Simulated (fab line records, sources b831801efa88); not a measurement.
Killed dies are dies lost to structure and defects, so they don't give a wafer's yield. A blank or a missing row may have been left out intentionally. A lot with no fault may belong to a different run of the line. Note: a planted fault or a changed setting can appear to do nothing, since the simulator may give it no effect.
Matching of chambers / flow gf180mcu / 3 sister chambers for GF_V1_CVD_02 on pecvd-03
The step deposits SiO2 from TEOS, target thk 850 nm, time 94.851 s. 3 wafers are shown with their chamber, then 9 later ones without.

## WAFERS, EACH WITH ITS CHAMBER
wafer=L085.5; chamber=0; heater-power-w (W)=781
wafer=L086.2; chamber=2; heater-power-w (W)=611
wafer=L086.4; chamber=1; heater-power-w (W)=811

## WAFERS WITHOUT THEIR CHAMBER
wafer=L092.1; heater-power-w (W)=732
wafer=L092.2; heater-power-w (W)=617
wafer=L092.4; heater-power-w (W)=803
wafer=L093.1; heater-power-w (W)=537
wafer=L093.3; heater-power-w (W)=823
wafer=L093.5; heater-power-w (W)=595
wafer=L095.1; heater-power-w (W)=788
wafer=L095.2; heater-power-w (W)=754
wafer=L095.6; heater-power-w (W)=768

## WHICH CHAMBER EACH ONE RAN IN
wafer=L092.1; from the rows above=can't be placed: 0 or 1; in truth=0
wafer=L092.2; from the rows above=2; in truth=2
wafer=L092.4; from the rows above=can't be placed: 1 or 0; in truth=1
wafer=L093.1; from the rows above=2; in truth=2
wafer=L093.3; from the rows above=can't be placed: 1 or 0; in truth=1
wafer=L093.5; from the rows above=2; in truth=2
wafer=L095.1; from the rows above=can't be placed: 0 or 1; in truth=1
wafer=L095.2; from the rows above=can't be placed: 0 or 1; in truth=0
wafer=L095.6; from the rows above=can't be placed: 0 or 1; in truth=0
Correct placement for 3 of the 9. From these rows, 6 cannot be placed; in 6 the true chamber is one of the candidates. 0 placed wrongly.
How it was worked out, from the rows above alone: a wafer's distance from a chamber is the root of the sum, over the readings, of the square of ((its reading less the chamber's mean) divided by the reading's scatter). If the next closest chamber is less than 2 further off than the closest, the wafer can't be placed; otherwise it belongs to the closest. A chamber's mean is the mean of its shown wafers. The scatter (one wafer shown for each chamber): square how far every hidden wafer sits from the nearest shown wafer, average those squares and take the square root.
